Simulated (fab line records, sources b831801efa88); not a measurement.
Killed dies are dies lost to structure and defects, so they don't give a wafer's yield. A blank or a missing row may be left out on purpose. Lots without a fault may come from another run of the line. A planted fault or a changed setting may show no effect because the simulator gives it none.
One fault seen from 2 desks | flow gf180mcu | each desk has only its own numbers; what lay behind them comes last

THE TOOL OWNER'S DESK: litho_track-03
The tool's own readings at GF_M4_COAT_09 (resist thk 1000 nm): means of the sampled wafers that have a number, for each lot that ran on this tool. A lot is out of limits, marked OUT, if its mean lies more than 4 standard deviations from the usual mean; the brackets give that distance.
Columns: A = dispense_pressure_kPa at GF_M4_COAT_09, usual 50.9 kPa; B = resist_line_temp_C at GF_M4_COAT_09, usual 23.02 C
lot  | first seen here | A    | B
L217 | day 24 00:29    | 50.8 | 23.19
L218 | day 24 01:05    | 50.8 | 23.05
L220 | day 24 21:10    | 50.8 | 23.02
L224 | day 26 00:52    | 50.8 | 23.01
L225 | day 26 12:35    | 50.8 | 22.96
L226 | day 26 17:26    | 50.8 | 23.17
L228 | day 27 07:52    | 50.8 | 23.12
This desk's finding: nothing out of limits on any of the 7 lots.

THE METROLOGY DESK
What the gauges read, lot by lot, whatever tool the lot ran on: means of the sampled wafers that have a number. A lot is out of limits, marked OUT, if its mean lies more than 4 standard deviations from the usual mean; the brackets give that distance.
Columns: A = cd_nm at GF_M4_CD_MEAS_14, usual 280.0 nm
lot  | first seen here | A
L216 | day 24 03:16    | 279.6
L217 | day 24 11:26    | 281.2
L218 | day 24 11:48    | 278.8
L220 | day 25 07:40    | 279.2
L224 | day 26 11:05    | 280.6
L225 | day 26 23:23    | 280.0
L226 | day 27 03:45    | 284.9 (+4.1) OUT
L228 | day 27 18:08    | 287.0 (+5.8) OUT
L233 | day 29 06:54    | 280.6
L237 | day 30 18:24    | 278.8
L238 | day 30 19:56    | 279.2
This desk's finding: out of limits on L226, L228; first on L226, day 27 03:45 (cd_nm at GF_M4_CD_MEAS_14). In limits: L216, L217, L218, L220, L224, L225, L233, L237, L238.

PUT TOGETHER
The metrology desk could have raised an alarm at day 27 03:45, on L226, L228.
The tool owner's desk saw nothing out of limits.
The tool owner's desk has L226, L228 on record, within its limits.
Of the lots named, all ran GF_M4_COAT_09 on litho_track-03.

WHAT THE SIMULATOR HAD PUT IN
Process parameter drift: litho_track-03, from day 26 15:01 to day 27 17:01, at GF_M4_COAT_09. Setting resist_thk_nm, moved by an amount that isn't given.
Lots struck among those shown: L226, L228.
Hours from the fault's start to each desk's first reading out of limits: the metrology desk, 13.
